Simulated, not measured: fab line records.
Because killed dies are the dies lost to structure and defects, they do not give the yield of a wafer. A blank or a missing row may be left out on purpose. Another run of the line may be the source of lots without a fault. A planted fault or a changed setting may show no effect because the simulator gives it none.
A lot that was struck, set against a sound lot -- flow sfq-line -- 19 steps out of a route of 325
Sound: the wafers L670.1, L670.3, L670.4. Wafers L663.2, L663.3, L663.4 were the ones struck. The cause comes at the end.
At each step with rows: each side's tool, then ch and its chambers, then its first start. Under that, the readings that differ: sound wafers -- struck wafers -- difference of the means -- sigmas: that difference in standard deviations of wafers without a fault.
alike: a reading whose means differ by less than 2 such deviations, as well as words and numbers matching on both sides. not compared: withheld readings; readings where some wafer has no value; bounds like >300 that might hide an equal value; numbers whose values overlap and for which the record gives no deviation.
The two part at a step that has a row with sigmas, a row that says differs or no value, or rows on one side only. Numbers that don't overlap but have no deviation are shown without sigmas and don't part them. A reading missing from all wafers of one side parts the sides only when that side holds two or more wafers.

SFQ_M4_OVL_MEAS_926:
  struck on overlay-02, day 49 04:14; sound on overlay-01, day 52 15:05
  alike: M4_OVL
then, 1 step without rows for these wafers: SFQ_TRILAYER_M4_BARC_OPEN_METAL_ETCH_123 (etches BARC in O2, target depth 125 nm, time 41.7 s).
SFQ_TRILAYER_M4_ETCH_METAL_ETCH_096: etches Nb in Cl2/Ar, stops on SiO2, target depth 240 nm, time 120 s.
  sound on rie-metal-02 ch 0,1, day 52 15:10; struck on rie-metal-04 ch 1, day 49 04:26
reading,sound,struck,difference,sigmas
drypump-motor-current-A (A),5.89 5.66 5.89,5.20 5.21 5.20,-0.61,-2
  alike: oes-product-au
  not compared: rf-hours-counter-h
SFQ_TRILAYER_M4_STRIP_STRIP_097: strips in O2.
  sound on rie-metal-02 ch 0,1, day 52 15:18; struck on rie-metal-04 ch 1, day 49 04:50
reading,sound,struck,difference,sigmas
drypump-motor-current-A (A),5.86 5.65 5.89,5.19 5.17 5.17,-0.62,-2
  alike: oes-product-au
  not compared: rf-hours-counter-h
then, 1 step without rows for these wafers: SFQ_TRILAYER_M4_STRIP_SOLV_CLEAN_098 (cleans in NMP, time 600 s).
SFQ_TRILAYER_I4_DEP_PECVD_099: deposits SiO2 from SiH4/N2O, time 111.11 s, target thk 500 nm.
  sound on pecvd-01 ch 0,2, day 52 16:04; struck on pecvd-01 ch 1,2, day 49 06:02
  alike: heater-power-w, throttle-valve-pct
SFQ_TRILAYER_I4_CMP_CMP_100: polishes SiO2.
  sound on cmp-01 ch 0,2,3, day 52 18:54; struck on cmp-02 ch 0,1,3, day 49 06:07
  alike: motor-current-A, time-to-endpoint-s
SFQ_I4_BOW_MEAS_927:
  struck on film-metro-04, day 49 09:08; sound on film-metro-03, day 52 21:24
  alike: I4_BOW
then, 4 steps without rows for these wafers: SFQ_TRILAYER_I4_METRO_MEASURE_101; SFQ_TRILAYER_I4_VIA_LITHO_COAT_108 (resist thk 62 nm); SFQ_TRILAYER_I4_VIA_LITHO_COAT_103 (resist thk 650 nm); SFQ_TRILAYER_I4_VIA_LITHO_SOFTBAKE_107.
SFQ_TRILAYER_I4_VIA_LITHO_EXPOSE_104: exposes mask I4, target cd 700 nm.
  sound on krf-scanner-01 ch 0, day 57 03:47; struck on krf-scanner-02 ch 0, day 49 11:23
  alike: mask
then, 2 steps without rows for these wafers: SFQ_TRILAYER_I4_VIA_LITHO_PEB_106 (peb time 60 s); SFQ_TRILAYER_I4_VIA_LITHO_DEVELOP_105 (time 60 s).
SFQ_I4_OVL_MEAS_928:
  struck on overlay-02, day 49 12:41; sound on overlay-01, day 57 05:17
  alike: I4_OVL
SFQ_TRILAYER_I4_VIA_BARC_OPEN_VIA_ETCH_146: etches BARC in O2, target depth 125 nm, time 41.7 s.
  sound on rie-diel-03 ch 0,1,2, day 57 05:20; struck on rie-diel-03 ch 1,2,3, day 49 12:43
reading,sound,struck,difference,sigmas
model.I4.cd-nm (nm),698.7 700.5 700.7,745.7 707.6 750.7,+34.7,
  alike: drypump-motor-current-A, oes-product-au
  not compared: rf-hours-counter-h
SFQ_TRILAYER_I4_VIA_ETCH_VIA_ETCH_106: etches SiO2 in CHF3, stops on Nb, target depth 260 nm.
  sound on rie-diel-03 ch 0,1,2, day 57 05:22; struck on rie-diel-03 ch 1,2,3, day 49 12:45
reading,sound,struck,difference,sigmas
model.I4.cd-nm (nm),701.1 701.7 702.2,744.9 708.4 754,+34.1,
  alike: drypump-motor-current-A, oes-product-au
SFQ_TRILAYER_I4_VIA_STRIP_STRIP_107: strips in O2.
  sound on rie-metal-01 ch 0,1, day 57 05:29; struck on rie-metal-03 ch 0,1, day 49 12:52
  alike: drypump-motor-current-A, oes-product-au
  not compared: rf-hours-counter-h

## WHERE THEY PART
First at SFQ_TRILAYER_M4_ETCH_METAL_ETCH_096; last, within this record, at SFQ_TRILAYER_M4_STRIP_STRIP_097. Later steps at which nothing parts them and some readings are alike: SFQ_TRILAYER_I4_DEP_PECVD_099, SFQ_TRILAYER_I4_CMP_CMP_100, SFQ_I4_BOW_MEAS_927, SFQ_TRILAYER_I4_VIA_LITHO_EXPOSE_104, SFQ_I4_OVL_MEAS_928, SFQ_TRILAYER_I4_VIA_BARC_OPEN_VIA_ETCH_146, SFQ_TRILAYER_I4_VIA_ETCH_VIA_ETCH_106, SFQ_TRILAYER_I4_VIA_STRIP_STRIP_107.

WHY: the cause the simulator had injected
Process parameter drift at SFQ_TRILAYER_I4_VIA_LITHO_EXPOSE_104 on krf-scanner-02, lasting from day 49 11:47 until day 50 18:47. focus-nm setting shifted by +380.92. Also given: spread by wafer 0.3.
